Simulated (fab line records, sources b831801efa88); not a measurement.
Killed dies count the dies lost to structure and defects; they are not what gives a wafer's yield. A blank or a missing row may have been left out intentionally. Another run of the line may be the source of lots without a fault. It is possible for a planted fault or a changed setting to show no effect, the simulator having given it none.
A struck lot beside a sound one :: flow sky130 :: 18 steps out of a route of 708
Sound: these wafers, L394.1, L394.4, L394.6. Struck: wafer L388.3 (left out: L388.2, a lot-mate that was not struck); the cause follows at the end.
For every step that has rows: the tool of each side, followed by ch and its chambers, followed by its first start. Under that, the readings that differ: sound wafers :: struck wafers :: difference of the means :: sigmas: that difference in standard deviations of wafers without a fault.
alike: readings with means less than 2 such deviations apart, plus words and numbers identical on both sides. not compared: withheld readings, readings lacking a value on some wafer, bounds such as >300 that could conceal the same value, and numbers that have no deviation in the record and whose values overlap.
A row with sigmas, a row that says differs or no value, or rows on one side alone: a step with any of these is where the two part. When numbers do not overlap yet have no deviation, they are printed without sigmas and do not part them. Lack of a reading on every wafer of one side parts them only where that side has two or more wafers.

first, 3 steps without rows for these wafers: SKY_VIA2_EXPOSE_09 (exposes mask VIM2, target cd 200 nm); SKY_VIA2_PEB_10; SKY_VIA2_DEVELOP_11 (develop time 60 s).
SKY_VIA2_CD_MEAS_12 targets a cd of 200 nm.
  sound on cd sem-02, day 41 12:58; struck on cd sem-01, day 39 15:44
  alike: cd nm
SKY_VIA2_OVL_MEAS_13:
  sound on overlay-02, day 41 13:05; struck on overlay-02, day 39 15:50
  alike: VIA2_OVL
SKY_VIA2_ETCH_14: etches BARC in N2/H2, stops on SiO2, time 45.9 s, target depth 60 nm.
  sound on rie diel-02 ch 0,1, day 41 13:08; struck on rie diel-04 ch 0, day 39 15:52
  alike: drypump motor current A, oes product au, throttle valve pct
  not compared: rf hours counter h
SKY_VIA2_ETCH_15: etches SiO2 in C4F8/O2/Ar, stops on TiN, target depth 546 nm, time 84 s.
  sound on rie diel-02 ch 0,1, day 41 13:10; struck on rie diel-04 ch 0, day 39 15:55
  alike: oes product au
  not compared: rf hours counter h
SKY_VIA2_STRIP_16: strips in O2/N2.
  sound on plasma asher-02 ch 0, day 41 13:14; struck on plasma asher-02 ch 1, day 39 15:58
  alike: drypump motor current A, oes product au, strip time to endpoint s
  not compared: rf hours counter h
then, 3 steps without rows for these wafers: SKY_VIA2_STRIP_17 (strips in post etch residue remover, time 1200 s); SKY_VIA2_CLEAN_18 (cleans in IPA, time 180 s); SKY_VIA2_CLEAN_19 (cleans in O3/DIW).
SKY_VIA2_SPUTTER_20: material TiN, target thk 20 nm, time 80 s.
  sound on pvd sputter-03, day 41 13:50; struck on pvd sputter-03, day 39 16:34
  alike: throttle valve pct
SKY_VIA2_CVD_21: deposits W, target thk 420 nm, time 126.4 s.
  sound on cvd w-01 ch 0,1, day 41 13:54; struck on cvd w-02 ch 1, day 39 16:38
reading: model.W_of_VIA2_CVD_21.thk nm (nm)
sound: 422.4 422.4 427.6
struck: 821.7
difference: +397.6
sigmas: 
  alike: heater power w
SKY_VIA2_RS_MEAS_22: a four-point-probe measurement.
  sound on film metro-02, day 41 14:02; struck on film metro-01, day 39 17:04
reading: VIA2_W_RS (ohm/sq)
sound: 0.272 0.271 0.268
struck: 0.139
difference: -0.131
sigmas: -31
  not compared: hold
SKY_VIA2_THK_MEAS_23: measures by xrf.
  sound on film metro-02, day 41 14:09; struck on film metro-04, day 39 21:24
  not compared: hold, VIA2_W_THK
SKY_VIA2_CMP_24: polishes, stops on SiO2, t overpolish 20 s, target thk 0 nm.
  sound on cmp-01 ch 0,2,3, day 41 14:16; struck on cmp-02 ch 0, day 40 00:18
reading: hold
sound: - - -
struck: await dispo/2.4h/release
difference: no value on the sound wafers
sigmas: 

reading: time to endpoint s (s)
sound: 105 101 110
struck: 194
difference: +89
sigmas: +24
  alike: head pressure psi, motor current A, platen rpm, retaining ring pressure frac
SKY_METAL3_SPUTTER_00: material Ti, target thk 15 nm, time 10 s.
  sound on pvd sputter-03, day 41 14:31; struck on pvd sputter-01, day 40 00:30
  alike: throttle valve pct
then, 1 step without rows for these wafers: SKY_PAD_OPEN_PROBE_99.

== WHERE THEY PART ==
Earliest at SKY_VIA2_RS_MEAS_22; latest, in this record, at SKY_VIA2_CMP_24. Later steps at which nothing parts them and some readings are alike: SKY_METAL3_SPUTTER_00.

WHY: what the simulator had put in
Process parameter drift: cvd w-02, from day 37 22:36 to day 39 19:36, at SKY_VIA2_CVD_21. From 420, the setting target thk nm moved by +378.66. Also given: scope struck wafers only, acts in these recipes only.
